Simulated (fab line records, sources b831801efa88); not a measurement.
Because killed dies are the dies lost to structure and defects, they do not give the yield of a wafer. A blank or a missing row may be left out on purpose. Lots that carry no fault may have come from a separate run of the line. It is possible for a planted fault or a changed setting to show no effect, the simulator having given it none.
fab line records || flow sky130
record: {"lots": 13, "wafers": 39, "last-day": 50}
route steps=708 shown DNWELL@39 NWELL@67 SD_P@327 PAD_OPEN@708
lots with no fault: from the same line, run without faults
start-h: start of the lot's first displayed wafer, in hours after the record's first day || wait-h: time in hours since the lot's previous step || " identical to the entry in the row above || L1.1+2: one row covering several wafers at once || - no value present, or no start provided || * or withheld: withheld || < > ~ a bound
route shown NAME@n: a module of which the file shows steps, and the number in the route of the first || usual: average and standard deviation across the fault-free wafers || same: alike in all rows || chamber/n: place in a boat || sites: each site's reading || _std_site: how widely they spread, as a standard deviation || _edge_site: mean of outer sites minus mean of inner sites || radius-mm: how far each site lies from the wafer's centre || mask NAME#n: copy n || behind: the tool/chamber that last shaped the wafer || hold: why the lot was held/for how many hours/how that ended || device: which transistor (n, p or np) failed to switch || end of line: tests of these same wafers at the route's end || a step without rows: its recipe alone || killed: at the first sort, the dies lost to defects and structure; wafer yield is something else || map: a wafer's dies, x killed, . not, _ none there
set.NAME: the run value of the setting; set.NAME@STEP: its run value at that earlier step || model.NAME: the simulator's own value behind a step, which no gauge read
route steps across a sampled set of lots; one table per step, one row per wafer
services: a tool's chamber out of use, with start hour (start-h, from the record's first day; less than 0 if before it), hours out, and reason
== steps ==
step: SKY_DNWELL_EXPOSE_04
recipe: {"mask-id": "DNM", "na": 0.57, "target-cd-nm": 3000, "dose-mj": 222}
{"lot.wafer": "L123.1+3+5", "tool": "iline-stepper-02", "chamber": 0, "start-h": 42.00, "wait-h": "-", "mask": "DNM#0"}
{"lot.wafer": "L125.2+4+5", "tool": "iline-stepper-01", "chamber": 0, "start-h": 54.94, "wait-h": "-", "mask": "DNM#0"}
{"lot.wafer": "L126.2+3+6", "tool": "iline-stepper-01", "chamber": 0, "start-h": 59.61, "wait-h": "-", "mask": "DNM#0"}
{"lot.wafer": "L128.3+4+6", "tool": "iline-stepper-01", "chamber": 0, "start-h": 75.90, "wait-h": "-", "mask": "DNM#0"}
{"lot.wafer": "L129.2+3+4", "tool": "iline-stepper-01", "chamber": 0, "start-h": 86.16, "wait-h": "-", "mask": "DNM#0"}
{"lot.wafer": "L132.1+3+5", "tool": "iline-stepper-01", "chamber": 0, "start-h": 97.36, "wait-h": "-", "mask": "DNM#0"}
{"lot.wafer": "L133.3+5+6", "tool": "iline-stepper-02", "chamber": 0, "start-h": 98.44, "wait-h": "-", "mask": "DNM#0"}
{"lot.wafer": "L134.3+4+6", "tool": "iline-stepper-01", "chamber": 0, "start-h": 104.07, "wait-h": "-", "mask": "DNM#0"}
{"lot.wafer": "L135.1+3+4", "tool": "iline-stepper-02", "chamber": 0, "start-h": 110.30, "wait-h": "-", "mask": "DNM_R1#0"}
{"lot.wafer": "L136.3+4+6", "tool": "iline-stepper-02", "chamber": 0, "start-h": 116.09, "wait-h": "-", "mask": "DNM#0"}
{"lot.wafer": "L143.3+4+5", "tool": "iline-stepper-02", "chamber": 0, "start-h": 165.67, "wait-h": "-", "mask": "DNM#0"}
{"lot.wafer": "L145.1+3+6", "tool": "iline-stepper-01", "chamber": 0, "start-h": 178.26, "wait-h": "-", "mask": "DNM#0"}
{"lot.wafer": "L146.1+2+3", "tool": "iline-stepper-02", "chamber": 0, "start-h": 178.51, "wait-h": "-", "mask": "DNM#0"}
step: SKY_DNWELL_TW_MEAS_09
usual: {"DNWELL_TW": "1109/14"}
{"lot.wafer": "L123.1", "tool": "film-metro-01", "chamber": "-", "start-h": 49.27, "wait-h": 0.1, "DNWELL_TW": 1094}
{"lot.wafer": "L123.3", "tool": "film-metro-01", "chamber": "-", "start-h": 49.27, "wait-h": 0.1, "DNWELL_TW": 1096}
{"lot.wafer": "L123.5", "tool": "film-metro-01", "chamber": "-", "start-h": 49.27, "wait-h": 0.1, "DNWELL_TW": 1096}
{"lot.wafer": "L125.2", "tool": "film-metro-01", "chamber": "-", "start-h": 62.90, "wait-h": 0.1, "DNWELL_TW": 1102}
{"lot.wafer": "L125.4", "tool": "film-metro-01", "chamber": "-", "start-h": 62.90, "wait-h": 0.1, "DNWELL_TW": 1098}
{"lot.wafer": "L125.5", "tool": "film-metro-01", "chamber": "-", "start-h": 62.90, "wait-h": 0.1, "DNWELL_TW": 1102}
{"lot.wafer": "L126.2", "tool": "film-metro-02", "chamber": "-", "start-h": 68.13, "wait-h": 0.1, "DNWELL_TW": 1125}
{"lot.wafer": "L126.3", "tool": "film-metro-02", "chamber": "-", "start-h": 68.13, "wait-h": 0.1, "DNWELL_TW": 1123}
{"lot.wafer": "L126.6", "tool": "film-metro-02", "chamber": "-", "start-h": 68.13, "wait-h": 0.1, "DNWELL_TW": 1117}
{"lot.wafer": "L128.3", "tool": "film-metro-01", "chamber": "-", "start-h": 83.51, "wait-h": 0.1, "DNWELL_TW": 1100}
{"lot.wafer": "L128.4", "tool": "film-metro-01", "chamber": "-", "start-h": 83.51, "wait-h": 0.1, "DNWELL_TW": 1098}
{"lot.wafer": "L128.6", "tool": "film-metro-01", "chamber": "-", "start-h": 83.51, "wait-h": 0.1, "DNWELL_TW": 1100}
{"lot.wafer": "L129.2", "tool": "film-metro-02", "chamber": "-", "start-h": 94.93, "wait-h": 0.1, "DNWELL_TW": 1128}
{"lot.wafer": "L129.3", "tool": "film-metro-02", "chamber": "-", "start-h": 94.93, "wait-h": 0.1, "DNWELL_TW": 1132}
{"lot.wafer": "L129.4", "tool": "film-metro-02", "chamber": "-", "start-h": 94.93, "wait-h": 0.1, "DNWELL_TW": 1126}
{"lot.wafer": "L132.1", "tool": "film-metro-02", "chamber": "-", "start-h": 106.51, "wait-h": 0.1, "DNWELL_TW": 1121}
{"lot.wafer": "L132.3", "tool": "film-metro-02", "chamber": "-", "start-h": 106.51, "wait-h": 0.1, "DNWELL_TW": 1124}
{"lot.wafer": "L132.5", "tool": "film-metro-02", "chamber": "-", "start-h": 106.51, "wait-h": 0.1, "DNWELL_TW": 1124}
{"lot.wafer": "L133.3", "tool": "film-metro-02", "chamber": "-", "start-h": 107.46, "wait-h": 0.1, "DNWELL_TW": 1118}
{"lot.wafer": "L133.5", "tool": "film-metro-02", "chamber": "-", "start-h": 107.46, "wait-h": 0.1, "DNWELL_TW": 1118}
{"lot.wafer": "L133.6", "tool": "film-metro-02", "chamber": "-", "start-h": 107.46, "wait-h": 0.1, "DNWELL_TW": 1115}
{"lot.wafer": "L134.3", "tool": "film-metro-01", "chamber": "-", "start-h": 113.28, "wait-h": 0.1, "DNWELL_TW": 1086}
{"lot.wafer": "L134.4", "tool": "film-metro-01", "chamber": "-", "start-h": 113.28, "wait-h": 0.1, "DNWELL_TW": 1081}
{"lot.wafer": "L134.6", "tool": "film-metro-01", "chamber": "-", "start-h": 113.28, "wait-h": 0.1, "DNWELL_TW": 1078}
{"lot.wafer": "L135.1", "tool": "film-metro-01", "chamber": "-", "start-h": 118.86, "wait-h": 0.1, "DNWELL_TW": 1086}
{"lot.wafer": "L135.3", "tool": "film-metro-01", "chamber": "-", "start-h": 118.86, "wait-h": 0.1, "DNWELL_TW": 1089}
{"lot.wafer": "L135.4", "tool": "film-metro-01", "chamber": "-", "start-h": 118.86, "wait-h": 0.1, "DNWELL_TW": 1089}
{"lot.wafer": "L136.3", "tool": "film-metro-02", "chamber": "-", "start-h": 125.06, "wait-h": 0.1, "DNWELL_TW": 1123}
{"lot.wafer": "L136.4", "tool": "film-metro-02", "chamber": "-", "start-h": 125.06, "wait-h": 0.1, "DNWELL_TW": 1120}
{"lot.wafer": "L136.6", "tool": "film-metro-02", "chamber": "-", "start-h": 125.06, "wait-h": 0.1, "DNWELL_TW": 1121}
{"lot.wafer": "L143.3", "tool": "film-metro-03", "chamber": "-", "start-h": 175.56, "wait-h": 0.1, "DNWELL_TW": 1096}
{"lot.wafer": "L143.4", "tool": "film-metro-03", "chamber": "-", "start-h": 175.56, "wait-h": 0.1, "DNWELL_TW": 1104}
{"lot.wafer": "L143.5", "tool": "film-metro-03", "chamber": "-", "start-h": 175.56, "wait-h": 0.1, "DNWELL_TW": 1098}
{"lot.wafer": "L145.1", "tool": "film-metro-03", "chamber": "-", "start-h": 187.87, "wait-h": 0.1, "DNWELL_TW": 1099}
{"lot.wafer": "L145.3", "tool": "film-metro-03", "chamber": "-", "start-h": 187.87, "wait-h": 0.1, "DNWELL_TW": 1098}
{"lot.wafer": "L145.6", "tool": "film-metro-03", "chamber": "-", "start-h": 187.87, "wait-h": 0.1, "DNWELL_TW": 1100}
{"lot.wafer": "L146.1", "tool": "film-metro-01", "chamber": "-", "start-h": 188.22, "wait-h": 0.1, "DNWELL_TW": 1116}
{"lot.wafer": "L146.2", "tool": "film-metro-01", "chamber": "-", "start-h": 188.22, "wait-h": 0.1, "DNWELL_TW": 1116}
{"lot.wafer": "L146.3", "tool": "film-metro-01", "chamber": "-", "start-h": 188.22, "wait-h": 0.1, "DNWELL_TW": 1109}
step: SKY_NWELL_STRIP_14
recipe: {"chemistry": "O2/N2", "power-w": 1400, "pressure-mtorr": 1500, "platen-temp-c": "withheld", "o2-flow-sccm": 3000, "n2-flow-sccm": 300, "overash-fraction": 0.5}
usual: {"drypump-motor-current-A": "5.8/0.33", "oes-product-au": "0.723/0.0045", "strip-time-to-endpoint-s": "36.89/0.11"}
{"lot.wafer": "L123.1", "tool": "plasma-asher-04", "chamber": 0, "start-h": 80.10, "wait-h": 0.1, "drypump-motor-current-A": 5.6, "oes-product-au": 0.721, "rf-hours-counter-h": 42, "strip-time-to-endpoint-s": 36.99}
{"lot.wafer": "L123.3", "tool": "plasma-asher-04", "chamber": 1, "start-h": 80.10, "wait-h": 0.1, "drypump-motor-current-A": 5.9, "oes-product-au": 0.720, "rf-hours-counter-h": "-", "strip-time-to-endpoint-s": 36.79}
{"lot.wafer": "L123.5", "tool": "plasma-asher-04", "chamber": 0, "start-h": 80.10, "wait-h": 0.1, "drypump-motor-current-A": 5.6, "oes-product-au": 0.722, "rf-hours-counter-h": "-", "strip-time-to-endpoint-s": 36.90}
{"lot.wafer": "L125.2", "tool": "plasma-asher-04", "chamber": 0, "start-h": 95.65, "wait-h": 0.1, "drypump-motor-current-A": 5.6, "oes-product-au": 0.720, "rf-hours-counter-h": 44, "strip-time-to-endpoint-s": 36.99}
{"lot.wafer": "L125.4", "tool": "plasma-asher-04", "chamber": 1, "start-h": 95.65, "wait-h": 0.1, "drypump-motor-current-A": 5.9, "oes-product-au": 0.725, "rf-hours-counter-h": "-", "strip-time-to-endpoint-s": 36.95}
{"lot.wafer": "L125.5", "tool": "plasma-asher-04", "chamber": 1, "start-h": 95.65, "wait-h": 0.1, "drypump-motor-current-A": 5.9, "oes-product-au": 0.718, "rf-hours-counter-h": "-", "strip-time-to-endpoint-s": 36.80}
{"lot.wafer": "L126.2", "tool": "plasma-asher-04", "chamber": 1, "start-h": 101.40, "wait-h": 0.1, "drypump-motor-current-A": 5.9, "oes-product-au": 0.719, "rf-hours-counter-h": 45, "strip-time-to-endpoint-s": 36.71}
{"lot.wafer": "L126.3", "tool": "plasma-asher-04", "chamber": 1, "start-h": 101.40, "wait-h": 0.1, "drypump-motor-current-A": 5.9, "oes-product-au": 0.725, "rf-hours-counter-h": "-", "strip-time-to-endpoint-s": 36.80}
{"lot.wafer": "L126.6", "tool": "plasma-asher-04", "chamber": 1, "start-h": 101.40, "wait-h": 0.1, "drypump-motor-current-A": 5.9, "oes-product-au": 0.724, "rf-hours-counter-h": "-", "strip-time-to-endpoint-s": 36.74}
{"lot.wafer": "L128.3", "tool": "plasma-asher-04", "chamber": 0, "start-h": 118.68, "wait-h": 0.1, "drypump-motor-current-A": 5.6, "oes-product-au": 0.721, "rf-hours-counter-h": "-", "strip-time-to-endpoint-s": 37.03}
{"lot.wafer": "L128.4", "tool": "plasma-asher-04", "chamber": 1, "start-h": 118.68, "wait-h": 0.1, "drypump-motor-current-A": 5.9, "oes-product-au": 0.728, "rf-hours-counter-h": "-", "strip-time-to-endpoint-s": 36.84}
{"lot.wafer": "L128.6", "tool": "plasma-asher-04", "chamber": 1, "start-h": 118.68, "wait-h": 0.1, "drypump-motor-current-A": 5.9, "oes-product-au": 0.722, "rf-hours-counter-h": "-", "strip-time-to-endpoint-s": 36.94}
{"lot.wafer": "L129.2", "tool": "plasma-asher-04", "chamber": 0, "start-h": 131.85, "wait-h": 0.1, "drypump-motor-current-A": 5.6, "oes-product-au": 0.716, "rf-hours-counter-h": 49, "strip-time-to-endpoint-s": 37.00}
{"lot.wafer": "L129.3", "tool": "plasma-asher-04", "chamber": 1, "start-h": 131.85, "wait-h": 0.1, "drypump-motor-current-A": 5.9, "oes-product-au": 0.716, "rf-hours-counter-h": "-", "strip-time-to-endpoint-s": 37.02}
{"lot.wafer": "L129.4", "tool": "plasma-asher-04", "chamber": 0, "start-h": 131.85, "wait-h": 0.1, "drypump-motor-current-A": 5.6, "oes-product-au": 0.723, "rf-hours-counter-h": "-", "strip-time-to-endpoint-s": 36.90}
{"lot.wafer": "L132.1", "tool": "plasma-asher-02", "chamber": 1, "start-h": 143.60, "wait-h": 0.1, "drypump-motor-current-A": 6.2, "oes-product-au": 0.721, "rf-hours-counter-h": 51, "strip-time-to-endpoint-s": 36.72}
{"lot.wafer": "L132.3", "tool": "plasma-asher-02", "chamber": 1, "start-h": 143.60, "wait-h": 0.1, "drypump-motor-current-A": 6.1, "oes-product-au": 0.729, "rf-hours-counter-h": "-", "strip-time-to-endpoint-s": 36.64}
{"lot.wafer": "L132.5", "tool": "plasma-asher-02", "chamber": 1, "start-h": 143.60, "wait-h": 0.1, "drypump-motor-current-A": 6.1, "oes-product-au": 0.725, "rf-hours-counter-h": "-", "strip-time-to-endpoint-s": 36.73}
{"lot.wafer": "L133.3", "tool": "plasma-asher-04", "chamber": 1, "start-h": 145.28, "wait-h": 0.1, "drypump-motor-current-A": 5.9, "oes-product-au": 0.730, "rf-hours-counter-h": "-", "strip-time-to-endpoint-s": 36.75}
{"lot.wafer": "L133.5", "tool": "plasma-asher-04", "chamber": 1, "start-h": 145.28, "wait-h": 0.1, "drypump-motor-current-A": 5.9, "oes-product-au": 0.731, "rf-hours-counter-h": "-", "strip-time-to-endpoint-s": 36.84}
{"lot.wafer": "L133.6", "tool": "plasma-asher-04", "chamber": 0, "start-h": 145.28, "wait-h": 0.1, "drypump-motor-current-A": 5.6, "oes-product-au": 0.728, "rf-hours-counter-h": "-", "strip-time-to-endpoint-s": 36.88}
{"lot.wafer": "L134.3", "tool": "plasma-asher-02", "chamber": 1, "start-h": 150.23, "wait-h": 0.1, "drypump-motor-current-A": 6.1, "oes-product-au": 0.717, "rf-hours-counter-h": "-", "strip-time-to-endpoint-s": 36.77}
{"lot.wafer": "L134.4", "tool": "plasma-asher-02", "chamber": 0, "start-h": 150.23, "wait-h": 0.1, "drypump-motor-current-A": 5.8, "oes-product-au": 0.723, "rf-hours-counter-h": "-", "strip-time-to-endpoint-s": 36.81}
{"lot.wafer": "L134.6", "tool": "plasma-asher-02", "chamber": 1, "start-h": 150.23, "wait-h": 0.1, "drypump-motor-current-A": 6.2, "oes-product-au": 0.727, "rf-hours-counter-h": "-", "strip-time-to-endpoint-s": 36.88}
{"lot.wafer": "L135.1", "tool": "plasma-asher-02", "chamber": 0, "start-h": 156.31, "wait-h": 0.1, "drypump-motor-current-A": 5.9, "oes-product-au": 0.725, "rf-hours-counter-h": 52, "strip-time-to-endpoint-s": 36.97}
{"lot.wafer": "L135.3", "tool": "plasma-asher-02", "chamber": 0, "start-h": 156.31, "wait-h": 0.1, "drypump-motor-current-A": 5.9, "oes-product-au": 0.726, "rf-hours-counter-h": "-", "strip-time-to-endpoint-s": 36.90}
{"lot.wafer": "L135.4", "tool": "plasma-asher-02", "chamber": 1, "start-h": 156.31, "wait-h": 0.1, "drypump-motor-current-A": 6.2, "oes-product-au": 0.718, "rf-hours-counter-h": "-", "strip-time-to-endpoint-s": 36.99}
{"lot.wafer": "L136.3", "tool": "plasma-asher-04", "chamber": 1, "start-h": 163.39, "wait-h": 0.1, "drypump-motor-current-A": 5.9, "oes-product-au": 0.719, "rf-hours-counter-h": "-", "strip-time-to-endpoint-s": 36.83}
{"lot.wafer": "L136.4", "tool": "plasma-asher-04", "chamber": 0, "start-h": 163.39, "wait-h": 0.1, "drypump-motor-current-A": 5.6, "oes-product-au": 0.714, "rf-hours-counter-h": "-", "strip-time-to-endpoint-s": 36.93}
{"lot.wafer": "L136.6", "tool": "plasma-asher-04", "chamber": 0, "start-h": 163.39, "wait-h": 0.1, "drypump-motor-current-A": 5.6, "oes-product-au": 0.721, "rf-hours-counter-h": "-", "strip-time-to-endpoint-s": 36.94}
{"lot.wafer": "L143.3", "tool": "plasma-asher-02", "chamber": 1, "start-h": 219.04, "wait-h": 0.1, "drypump-motor-current-A": 6.1, "oes-product-au": 0.720, "rf-hours-counter-h": "-", "strip-time-to-endpoint-s": 36.93}
{"lot.wafer": "L143.4", "tool": "plasma-asher-02", "chamber": 0, "start-h": 219.04, "wait-h": 0.1, "drypump-motor-current-A": 5.9, "oes-product-au": 0.719, "rf-hours-counter-h": "-", "strip-time-to-endpoint-s": 36.92}
{"lot.wafer": "L143.5", "tool": "plasma-asher-02", "chamber": 1, "start-h": 219.04, "wait-h": 0.1, "drypump-motor-current-A": 6.1, "oes-product-au": 0.729, "rf-hours-counter-h": "-", "strip-time-to-endpoint-s": 36.90}
{"lot.wafer": "L145.1", "tool": "plasma-asher-01", "chamber": 0, "start-h": 232.51, "wait-h": 0.1, "drypump-motor-current-A": 5.1, "oes-product-au": 0.724, "rf-hours-counter-h": 32, "strip-time-to-endpoint-s": 36.69}
{"lot.wafer": "L145.3", "tool": "plasma-asher-01", "chamber": 1, "start-h": 232.51, "wait-h": 0.1, "drypump-motor-current-A": 5.2, "oes-product-au": 0.720, "rf-hours-counter-h": "-", "strip-time-to-endpoint-s": 36.78}
{"lot.wafer": "L145.6", "tool": "plasma-asher-01", "chamber": 0, "start-h": 232.51, "wait-h": 0.1, "drypump-motor-current-A": 5.1, "oes-product-au": 0.734, "rf-hours-counter-h": "-", "strip-time-to-endpoint-s": 36.65}
{"lot.wafer": "L146.1", "tool": "plasma-asher-04", "chamber": 0, "start-h": 232.86, "wait-h": 0.1, "drypump-motor-current-A": 5.6, "oes-product-au": 0.725, "rf-hours-counter-h": 60, "strip-time-to-endpoint-s": 36.98}
{"lot.wafer": "L146.2", "tool": "plasma-asher-04", "chamber": 1, "start-h": 232.86, "wait-h": 0.1, "drypump-motor-current-A": 5.9, "oes-product-au": 0.729, "rf-hours-counter-h": 60, "strip-time-to-endpoint-s": 36.86}
{"lot.wafer": "L146.3", "tool": "plasma-asher-04", "chamber": 0, "start-h": 232.86, "wait-h": 0.1, "drypump-motor-current-A": 5.6, "oes-product-au": 0.721, "rf-hours-counter-h": "-", "strip-time-to-endpoint-s": 36.94}
step: SKY_SD_P_CD_MEAS_07
recipe: {"target-cd-nm": 380}
usual: {"cd-nm": "379.6/2.5"}
{"lot.wafer": "L123.1", "tool": "cd-sem-02", "chamber": "-", "start-h": 569.69, "wait-h": 0.2, "cd-nm": 379.7}
{"lot.wafer": "L123.3", "tool": "cd-sem-02", "chamber": "-", "start-h": 569.69, "wait-h": 0.2, "cd-nm": 377.9}
{"lot.wafer": "L123.5", "tool": "cd-sem-02", "chamber": "-", "start-h": 569.69, "wait-h": 0.2, "cd-nm": 380.1}
{"lot.wafer": "L125.2", "tool": "cd-sem-02", "chamber": "-", "start-h": 591.43, "wait-h": 0.1, "cd-nm": 381.5}
{"lot.wafer": "L125.4", "tool": "cd-sem-02", "chamber": "-", "start-h": 591.43, "wait-h": 0.1, "cd-nm": 379.1}
{"lot.wafer": "L125.5", "tool": "cd-sem-02", "chamber": "-", "start-h": 591.43, "wait-h": 0.1, "cd-nm": 379.7}
{"lot.wafer": "L126.2", "tool": "cd-sem-01", "chamber": "-", "start-h": 604.88, "wait-h": 0.1, "cd-nm": 381.2}
{"lot.wafer": "L126.3", "tool": "cd-sem-01", "chamber": "-", "start-h": 604.88, "wait-h": 0.1, "cd-nm": 378.7}
{"lot.wafer": "L126.6", "tool": "cd-sem-01", "chamber": "-", "start-h": 604.88, "wait-h": 0.1, "cd-nm": 379.2}
{"lot.wafer": "L128.3", "tool": "cd-sem-02", "chamber": "-", "start-h": 636.45, "wait-h": 0.1, "cd-nm": 383.1}
{"lot.wafer": "L128.4", "tool": "cd-sem-02", "chamber": "-", "start-h": 636.45, "wait-h": 0.1, "cd-nm": 380.8}
{"lot.wafer": "L128.6", "tool": "cd-sem-02", "chamber": "-", "start-h": 636.45, "wait-h": 0.1, "cd-nm": 380.2}
{"lot.wafer": "L129.2", "tool": "cd-sem-01", "chamber": "-", "start-h": 645.31, "wait-h": 0.1, "cd-nm": 380.7}
{"lot.wafer": "L129.3", "tool": "cd-sem-01", "chamber": "-", "start-h": 645.31, "wait-h": 0.1, "cd-nm": 381.8}
{"lot.wafer": "L129.4", "tool": "cd-sem-01", "chamber": "-", "start-h": 645.31, "wait-h": 0.1, "cd-nm": 381.4}
{"lot.wafer": "L133.3", "tool": "cd-sem-02", "chamber": "-", "start-h": 670.25, "wait-h": 0.1, "cd-nm": 379.0}
{"lot.wafer": "L133.5", "tool": "cd-sem-02", "chamber": "-", "start-h": 670.25, "wait-h": 0.1, "cd-nm": 378.6}
{"lot.wafer": "L133.6", "tool": "cd-sem-02", "chamber": "-", "start-h": 670.25, "wait-h": 0.1, "cd-nm": 376.6}
{"lot.wafer": "L132.1", "tool": "cd-sem-01", "chamber": "-", "start-h": 671.96, "wait-h": 0.1, "cd-nm": 380.3}
{"lot.wafer": "L132.3", "tool": "cd-sem-01", "chamber": "-", "start-h": 671.96, "wait-h": 0.1, "cd-nm": 380.4}
{"lot.wafer": "L132.5", "tool": "cd-sem-01", "chamber": "-", "start-h": 671.96, "wait-h": 0.1, "cd-nm": 378.7}
{"lot.wafer": "L134.3", "tool": "cd-sem-02", "chamber": "-", "start-h": 673.20, "wait-h": 0.1, "cd-nm": 378.6}
{"lot.wafer": "L134.4", "tool": "cd-sem-02", "chamber": "-", "start-h": 673.20, "wait-h": 0.1, "cd-nm": 380.5}
{"lot.wafer": "L134.6", "tool": "cd-sem-02", "chamber": "-", "start-h": 673.20, "wait-h": 0.1, "cd-nm": 377.1}
{"lot.wafer": "L135.1", "tool": "cd-sem-01", "chamber": "-", "start-h": 682.74, "wait-h": 0.1, "cd-nm": 377.8}
{"lot.wafer": "L135.3", "tool": "cd-sem-01", "chamber": "-", "start-h": 682.74, "wait-h": 0.1, "cd-nm": 380.8}
{"lot.wafer": "L135.4", "tool": "cd-sem-01", "chamber": "-", "start-h": 682.74, "wait-h": 0.1, "cd-nm": 378.9}
{"lot.wafer": "L136.3", "tool": "cd-sem-02", "chamber": "-", "start-h": 692.70, "wait-h": 0.1, "cd-nm": 377.0}
{"lot.wafer": "L136.4", "tool": "cd-sem-02", "chamber": "-", "start-h": 692.70, "wait-h": 0.1, "cd-nm": 378.8}
{"lot.wafer": "L136.6", "tool": "cd-sem-02", "chamber": "-", "start-h": 692.70, "wait-h": 0.1, "cd-nm": 378.8}
{"lot.wafer": "L143.3", "tool": "cd-sem-02", "chamber": "-", "start-h": 761.40, "wait-h": 0.1, "cd-nm": 378.5}
{"lot.wafer": "L143.4", "tool": "cd-sem-02", "chamber": "-", "start-h": 761.40, "wait-h": 0.1, "cd-nm": 379.2}
{"lot.wafer": "L143.5", "tool": "cd-sem-02", "chamber": "-", "start-h": 761.40, "wait-h": 0.1, "cd-nm": 380.3}
{"lot.wafer": "L145.1", "tool": "cd-sem-02", "chamber": "-", "start-h": 779.04, "wait-h": 0.1, "cd-nm": 381.2}
{"lot.wafer": "L145.3", "tool": "cd-sem-02", "chamber": "-", "start-h": 779.04, "wait-h": 0.1, "cd-nm": 378.9}
{"lot.wafer": "L145.6", "tool": "cd-sem-02", "chamber": "-", "start-h": 779.04, "wait-h": 0.1, "cd-nm": 379.2}
{"lot.wafer": "L146.1", "tool": "cd-sem-01", "chamber": "-", "start-h": 784.89, "wait-h": 0.1, "cd-nm": 373.3}
{"lot.wafer": "L146.2", "tool": "cd-sem-01", "chamber": "-", "start-h": 784.89, "wait-h": 0.1, "cd-nm": 374.6}
{"lot.wafer": "L146.3", "tool": "cd-sem-01", "chamber": "-", "start-h": 784.89, "wait-h": 0.1, "cd-nm": 373.4}
step: SKY_PAD_OPEN_PROBE_99
usual: {"killed_at_M0_to_M3": "43/6.6", "killed_at_M4_up": "3.1/1.6", "killed-at-contacts": "23/5.6", "killed-at-front-end": "15/4.2", "killed-at-other": "0.2/0.43", "killed-dies": "85/9.3", "killed-open": "46/6.6", "killed-short": "39/6.2"}
same: {"gross-dies": 492, "killed-at-back-side": 0}
{"lot.wafer": "L134.3", "tool": "prober-02", "chamber": "-", "start-h": 1133.06, "wait-h": 0.2, "killed_at_M0_to_M3": 49, "killed_at_M4_up": 2, "killed-at-contacts": 19, "killed-at-front-end": 10, "killed-at-other": 0, "killed-dies": 80, "killed-open": 37, "killed-short": 43}
{"lot.wafer": "L134.4", "tool": "prober-02", "chamber": "-", "start-h": 1133.11, "wait-h": 0.2, "killed_at_M0_to_M3": 36, "killed_at_M4_up": 5, "killed-at-contacts": 34, "killed-at-front-end": 16, "killed-at-other": 0, "killed-dies": 91, "killed-open": 51, "killed-short": 40}
{"lot.wafer": "L134.6", "tool": "prober-02", "chamber": "-", "start-h": 1133.21, "wait-h": 0.2, "killed_at_M0_to_M3": 38, "killed_at_M4_up": 3, "killed-at-contacts": 29, "killed-at-front-end": 10, "killed-at-other": 0, "killed-dies": 80, "killed-open": 38, "killed-short": 42}
killed by level:class
L134.3 METAL2:geometric-particle:short=13 METAL1:geometric-particle:short=10 VIA3:geometric-particle:open=7 CONTACT:geometric-particle:open=6 LOCAL_INTERCONNECT:geometric-particle:open=5 VIA1:geometric-particle:short=4 VIA1:geometric-particle:open=4 VIA2:geometric-particle:open=4
L134.4 CONTACT:geometric-particle:open=12 VIA1:geometric-particle:open=10 VIA2:geometric-particle:open=9 LI_CONTACT:geometric-particle:short=7 LI_CONTACT:geometric-particle:open=7 VIA3:geometric-particle:open=5 METAL4:geometric-particle:short=5 FIELD_ISO:geometric-particle:open=4
L134.6 CONTACT:geometric-particle:open=15 METAL2:geometric-particle:short=11 METAL1:geometric-particle:short=7 VIA1:geometric-particle:open=7 CONTACT:geometric-particle:short=5 FIELD_ISO:geometric-particle:short=4 LOCAL_INTERCONNECT:geometric-particle:short=4 VIA2:geometric-particle:open=4
== services ==
{"tool": "plasma-asher-01", "chamber": "-", "start-h": 28.84, "hours": 73.7, "kind": "pm"}
{"tool": "iline-stepper-01", "chamber": "-", "start-h": 32.13, "hours": 1.3, "kind": "repair"}
{"tool": "iline-stepper-02", "chamber": "-", "start-h": 45.57, "hours": 1.4, "kind": "repair"}
{"tool": "iline-stepper-02", "chamber": "-", "start-h": 62.11, "hours": 1.7, "kind": "pm"}
{"tool": "iline-stepper-01", "chamber": "-", "start-h": 84.04, "hours": 1.7, "kind": "pm"}
{"tool": "plasma-asher-01", "chamber": "-", "start-h": 102.54, "hours": 28.1, "kind": "pm"}
{"tool": "iline-stepper-01", "chamber": "-", "start-h": 114.44, "hours": 7.1, "kind": "repair"}
{"tool": "iline-stepper-02", "chamber": "-", "start-h": 131.01, "hours": 1.0, "kind": "repair"}
{"tool": "iline-stepper-02", "chamber": "-", "start-h": 138.20, "hours": 4.4, "kind": "pm"}
{"tool": "plasma-asher-01", "chamber": "-", "start-h": 159.40, "hours": 2.5, "kind": "repair"}
{"tool": "iline-stepper-02", "chamber": "-", "start-h": 167.02, "hours": 2.2, "kind": "repair"}
{"tool": "plasma-asher-04", "chamber": "-", "start-h": 207.58, "hours": 3.2, "kind": "repair"}
{"tool": "iline-stepper-02", "chamber": "-", "start-h": 224.34, "hours": 12.5, "kind": "repair"}
== key ==
first-sign: {"step": "SKY_DNWELL_EXPOSE_04", "reading": "mask", "direction": "changed"}
effect none on later readings
met-at SKY_DNWELL_EXPOSE_04
struck-lots L135
tester-left-out L135
not-acting-at SKY_DNWELL_TW_MEAS_09,SKY_NWELL_STRIP_14,SKY_SD_P_CD_MEAS_07
onset-between 98.44 110.30
fault: {"kind": "wrong-mask", "tool": "any", "chamber": "-", "onset-h": 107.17, "steps": "SKY_DNWELL_EXPOSE_04", "aux-copy": "DNM_R1#0", "cd-offset-nm": 210, "scope": "struck-lots-only"}
tester-left-out: of these lots the tester's yield and bins aren't shown, on N5 and GAA mostly nor the transistor test; their killed dies are dies lost to structure and defects alone, not to doping, threshold or leakage, so they don't give the yield
